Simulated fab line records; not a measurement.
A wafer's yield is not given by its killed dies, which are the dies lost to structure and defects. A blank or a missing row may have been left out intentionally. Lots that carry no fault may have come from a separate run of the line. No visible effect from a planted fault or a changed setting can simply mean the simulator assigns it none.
Split-lot trial	flow sfq line	5 lots, 23 wafers read, on a route of 325 steps

== ON THE SPLIT ==
At SFQ_TRILAYER_A5C_DEP_PECVD_142 (deposits SiO2 from SiH4/N2O, time 15.556 s, target thk 70 nm), the setting time s was moved away from the recipe's 15.556 s on 9 of the 23 wafers read, by -9.0% to +11.7%. All remaining wafers had this setting at the recipe value.

The reading is taken at the split's own step.

== THE READING ==
SiO2_of_TRILAYER_A5C_DEP_PECVD_142.thk nm (the simulator's own value, which no gauge read), in nm, at SFQ_TRILAYER_A5C_DEP_PECVD_142 (deposits SiO2 from SiH4/N2O, time 15.556 s, target thk 70 nm). The file does not state a usual value for it. Here, 14 wafers ran the recipe; their average is 69.80 nm with a standard deviation of 1.3 nm.

wafer	tool, chamber at the split	time s as run, s	against the recipe	SiO2_of_TRILAYER_A5C_DEP_PECVD_142.thk nm, nm	against lot-mates on the recipe
L074.1	pecvd-02, 1	15.556	recipe	71.95	-
L074.2	pecvd-02, 0	15.556	recipe	69.72	-
L074.6	pecvd-02, 2	15.556	recipe	72.56	-
L075.1	pecvd-04, 0	15.556	recipe	69.02	-
L075.2	pecvd-04, 1	16.89	+8.6%	75.29	+5.78
L075.3	pecvd-04, 2	15.556	recipe	69.53	-
L075.5	pecvd-04, 2	15.556	recipe	69.99	-
L075.6	pecvd-04, 1	16.89	+8.6%	78.26	+8.75
L077.1	pecvd-01, 1	14.16	-9.0%	61.64	-7.53
L077.2	pecvd-01, 2	15.556	recipe	67.52	-
L077.4	pecvd-01, 2	15.556	recipe	69.27	-
L077.5	pecvd-01, 1	14.16	-9.0%	62.39	-6.78
L077.6	pecvd-01, 0	15.556	recipe	70.71	-
L078.1	pecvd-01, 2	15.556	recipe	69.03	-
L078.2	pecvd-01, 0	15.556	recipe	71.09	-
L078.3	pecvd-01, 1	16.19	+4.1%	71.18	+1.12
L078.4	pecvd-01, 2	16.19	+4.1%	73.57	+3.51
L078.5	pecvd-01, 0	16.19	+4.1%	74.78	+4.72
L080.1	pecvd-01, 1,2	15.556	recipe	68.67	-
L080.6	pecvd-01, 1,2	15.556	recipe	68.67	-
L080.2	pecvd-01, 0	15.556	recipe	69.5	-
L080.4	pecvd-01, 0	17.37	+11.7%	79.74	+10.79
L080.5	pecvd-01, 1	17.37	+11.7%	77.22	+8.27
The file does not say which wafer passed through which chamber wherever a row lists several chambers: such a row stands for several wafers.

THE FIT
A straight line over all 23 wafers: SiO2_of_TRILAYER_A5C_DEP_PECVD_142.thk nm changes by +0.803 nm for each +1% of time s; r = +0.95; the points scatter about the line by 1.4 nm.
The same after taking each lot's own level away (the mean of its wafers on the recipe; 23 wafers): +0.814 nm for each +1%; r = +0.97; scatter 1.1 nm.
Per that fit: largest time s move, reading shift of 9.5 nm.
From 68.947 to 71.410 nm: that is the span of the lots' own levels, equal to 1.9 times the standard deviation above.
Hence the lot-to-lot level has little effect on the slope; both slopes agree.
Check: +9.14 nm against its lot-mates is what the line predicts for one of the wafers moved furthest among these (+11.7%) when that wafer is left out of the fit. It came out at +10.8 nm against them.

== OTHER SPLITS ON THESE WAFERS ==
Other splits were also applied to these wafers ahead of the reading. Each is held against what the fit with the lots' levels taken away leaves over:
other split on the same wafers	wafers away from the commonest value	r with SiO2_of_TRILAYER_A5C_DEP_PECVD_142.thk nm (lot level and that fit taken away)
SFQ_TRILAYER_M1_LITHO_PEB_042 peb time s	10	+0.12
SFQ_TRILAYER_M2_LITHO_COAT_062 spin rpm	4	+0.08
SFQ_TRILAYER_M2_LITHO_COAT_057 spin rpm	6	+0.04
SFQ_TRILAYER_M2_LITHO_EXPOSE_058 dose mj	9	-0.12
SFQ_TRILAYER_M2_ETCH_METAL_ETCH_060 time s	9	-0.17
SFQ_TRILAYER_I3_VIA_LITHO_COAT_090 resist thk nm	11	+0.24
SFQ_TRILAYER_M4_LITHO_COAT_098 spin rpm	4	+0.11
SFQ_TRILAYER_R5_DEP_SPUTTER_132 time s	4	+0.06
SFQ_TRILAYER_R5_DEP_SPUTTER_133 time s	10	-0.04

== FILE'S OWN FIT ==
SiO2_of_TRILAYER_A5C_DEP_PECVD_142.thk nm changes by +0.816 nm for each +1% of time s, r = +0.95.
